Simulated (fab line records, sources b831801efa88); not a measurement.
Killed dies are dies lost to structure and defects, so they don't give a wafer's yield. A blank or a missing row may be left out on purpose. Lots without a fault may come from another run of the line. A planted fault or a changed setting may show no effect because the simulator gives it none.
A struck lot beside a sound one | flow gf180mcu | 17 steps out of a route of 602
Sound: wafers L227.1, L227.3, L227.4. Struck: wafers L212.1, L212.2, L212.5. The cause comes at the end.
At each step with rows: each side's tool, then ch and its chambers, then its first start. Under that, the readings that differ: sound wafers | struck wafers | difference of the means | sigmas: that difference in standard deviations of wafers without a fault.
alike: readings whose means differ by less than 2 such deviations, and words and numbers that are the same on both sides. not compared: withheld readings, readings that some wafer has no value for, bounds like >300 that may hide the same value, and numbers for which the record gives no deviation and whose values overlap.
The two part at a step that has a row with sigmas, a row that says differs or no value, or rows on one side only. Numbers that don't overlap but have no deviation are shown without sigmas and don't part them. A reading that every wafer of one side lacks parts them only if that side has two wafers or more.

GF_SAB_STRIP_13: strips in O2/N2.
  sound on plasma_asher-04 ch 0,1, day 21 23:27; struck on plasma_asher-04 ch 0,1, day 16 11:22
  alike: chamber_pressure_mTorr, drypump_motor_current_A, heater_power_w, oes_product_au, strip_time_to_endpoint_s
  not compared: rf_hours_counter_h
then, 2 steps without rows for these wafers: GF_SALICIDE_CLEAN_00 (cleans in SC1/SC2, time 150 s); GF_SALICIDE_WET_ETCH_01 (etches SiO2 in dHF, target depth 5 nm, time 100 s).
GF_SALICIDE_SPUTTER_02: material Co, target thk 10 nm, time 20 s.
  sound on pvd_sputter-01, day 21 23:38; struck on pvd_sputter-01, day 16 11:33
  alike: cathode_dc_power_W, throttle_valve_pct
GF_SALICIDE_SPUTTER_03: material TiN, target thk 20 nm, time 16.7 s.
  sound on pvd_sputter-01, day 21 23:40; struck on pvd_sputter-01, day 16 11:35
  alike: cathode_dc_power_W, throttle_valve_pct
GF_SALICIDE_RS_MEAS_04: measures by four-point-probe.
  sound on film_metro-02, day 21 23:41; struck on film_metro-01, day 16 11:36
  alike: SALICIDE_TIN_RS
GF_SALICIDE_THK_MEAS_05: measures by xrf.
  sound on film_metro-02, day 21 23:49; struck on film_metro-01, day 16 11:43
  alike: SALICIDE_TIN_THK
GF_SALICIDE_RTA_06: time 30 s.
  sound on rtp_anneal-02 ch 0, day 21 23:52; struck on rtp_anneal-01 ch 0, day 16 11:47
  reading            | sound          | struck         | difference | sigmas
  lamp_power_pct (%) | 6.48 6.48 6.48 | 6.86 6.87 6.87 | +0.39      | +2
  alike: wafer_temp_C_max
then, 1 step without rows for these wafers: GF_SALICIDE_WET_ETCH_07 (etches the open film in SPM, target depth 120 nm).
GF_SALICIDE_RTA_08: time 30 s.
  sound on rtp_anneal-01 ch 0, day 22 00:05; struck on rtp_anneal-02 ch 0, day 16 11:59
  reading            | sound             | struck            | difference | sigmas
  lamp_power_pct (%) | 19.1 19.1 19.1    | 18.0 18.0 18.0    | -1.1       | -2
  wafer_temp_C_max   | 803.1 804.5 803.5 | 802.1 802.4 802.2 | -1.5       | -3
then, 1 step without rows for these wafers: GF_CONTACT_CVD_00 (deposits SiO2, target thk 300 nm, time 50 s).
GF_CONTACT_THK_MEAS_01:
  sound on film_metro-04, day 22 00:14; struck on film_metro-01, day 16 12:07
  alike: CONTACT_CVD_00_THK
GF_CONTACT_CVD_02: deposits SiO2 from TEOS, target thk 860 nm, time 95.992 s.
  sound on pecvd-02 ch 0,1,2, day 22 00:17; struck on pecvd-03 ch 0,1, day 16 12:11
  reading                                  | sound             | struck         | difference | sigmas
  model.SiO2_of_CONTACT_CVD_02.thk_nm (nm) | 835.9 838.7 858.8 | 1290 1287 1308 | +451       |
  alike: heater_power_w
GF_CONTACT_THK_MEAS_03:
  sound on film_metro-01, day 22 00:22; struck on film_metro-04, day 16 12:15
  reading                 | sound       | struck         | difference | sigmas
  CONTACT_CVD_02_THK (nm) | 836 838 859 | 1289 1286 1308 | +450       | +37
GF_CONTACT_CMP_04: polishes SiO2.
  sound on cmp-02 ch 0,1,3, day 22 00:25; struck on cmp-01 ch 0,3, day 16 12:19
  reading                | sound      | struck      | difference | sigmas
  time_to_endpoint_s (s) | 86 102 106 | 290 295 305 | +199       | +25
  alike: edge_zone_pressure_frac, motor_current_A
GF_CONTACT_BOW_MEAS_05:
  sound on film_metro-04, day 22 00:43; struck on film_metro-01, day 16 12:37
  alike: CONTACT_BOW
GF_PASSIVATION_PROBE_99:
  the record has rows for the sound wafers here (prober-02, day 34 03:07) and none for the struck ones

WHERE THEY PART
First at GF_SALICIDE_RTA_06; last, within this record, at GF_PASSIVATION_PROBE_99.

WHY: what the simulator had put in
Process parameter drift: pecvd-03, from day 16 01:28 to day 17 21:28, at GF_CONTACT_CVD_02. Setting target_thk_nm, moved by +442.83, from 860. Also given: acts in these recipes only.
